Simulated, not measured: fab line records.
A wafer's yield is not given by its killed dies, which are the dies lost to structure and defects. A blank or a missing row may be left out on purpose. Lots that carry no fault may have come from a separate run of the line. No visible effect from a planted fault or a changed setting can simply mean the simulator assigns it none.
Struck lot and sound lot, side by side -- flow gf180mcu -- 14 out of 602 route steps
Sound: the wafers L880.2, L880.5, L880.6. Struck: wafers L890.1, L890.4, L890.5. The cause is given at the end.
At each step with rows: each side's tool, then ch and its chambers, then its first start. Under that, the readings that differ: sound wafers -- struck wafers -- difference of the means -- sigmas: that difference in standard deviations of wafers without a fault.
alike: same words and numbers on both sides, and readings whose means sit less than 2 such deviations apart. not compared: any withheld reading, any reading some wafer has no value for, any bound like >300 that may hide the same value, and any number with overlapping values for which the record gives no deviation.
Wherever a step has rows on one side only, a row that says differs or no value, or a row with sigmas, the two part there. Non-overlapping numbers with no deviation appear without sigmas and do not part them. Lack of a reading on every wafer of one side parts them only where that side has two or more wafers.

first, 5 steps without rows for these wafers: GF_V5_COAT_09 (resist thk 1000 nm); GF_V5_SOFTBAKE_10 (time 60 s); GF_V5_EXPOSE_11 (exposes mask Via5, target cd 260 nm); GF_V5_PEB_12 (peb time 90 s); GF_V5_DEVELOP_13 (develop time 60 s).
GF_V5_CD_MEAS_14: target cd 260 nm.
  sound on cd sem-01, day 28 20:05; struck on cd sem-02, day 31 22:04
  alike: cd nm
GF_V5_OVL_MEAS_15:
  sound on overlay-02, day 28 20:11; struck on overlay-02, day 31 22:11
reading,sound,struck,difference,sigmas
V5_OVL (nm),-5 4 -3,4 11 15,+11,+2
GF_V5_ETCH_16: etches BARC in N2/H2.
  sound on rie diel-02 ch 0,3, day 28 20:13; struck on rie diel-02 ch 0,2,3, day 31 22:13
  alike: bias w, drypump motor current A, oes product au, throttle valve pct
GF_V5_ETCH_17: etches SiO2 in C4F8/O2/Ar, stops on TiN, target depth 855 nm.
  sound: rie diel-02 ch 0,3; struck: rie diel-02 ch 0,2,3
  alike: bias w, oes product au
GF_V5_STRIP_18: strips in O2/N2.
  sound on plasma asher-04 ch 0,1, day 28 20:22; struck on plasma asher-04 ch 0,1, day 31 22:22
  alike: drypump motor current A, heater power w, oes product au
  not compared: rf hours counter h
then, 2 steps without rows for these wafers: GF_V5_STRIP_19 (strips in post etch residue remover, time 1200 s); GF_V5_CLEAN_20 (cleans in DIW).
GF_V5_SPUTTER_21: material Ti, target thk 15 nm, time 80.02 s.
  sound on pvd sputter-02, day 28 20:55; struck on pvd sputter-03, day 31 22:56
reading,sound,struck,difference,sigmas
model.Ti_of_V5_SPUTTER_21.thk nm (nm),14.69 14.67 14.64,24.69 24.89 24.85,+10.14,
  alike: cathode dc power W, throttle valve pct
GF_V5_SPUTTER_22: material TiN, target thk 10 nm, time 40 s.
  sound on pvd sputter-02, day 28 20:58; struck on pvd sputter-03, day 31 23:01
  alike: cathode dc power W, throttle valve pct

## WHERE THEY PART
Within this record, at GF_V5_OVL_MEAS_15 only. Later steps at which nothing parts them and some readings are alike: GF_V5_ETCH_16, GF_V5_ETCH_17, GF_V5_STRIP_18, GF_V5_SPUTTER_21, GF_V5_SPUTTER_22.

WHY: what the simulator had put in
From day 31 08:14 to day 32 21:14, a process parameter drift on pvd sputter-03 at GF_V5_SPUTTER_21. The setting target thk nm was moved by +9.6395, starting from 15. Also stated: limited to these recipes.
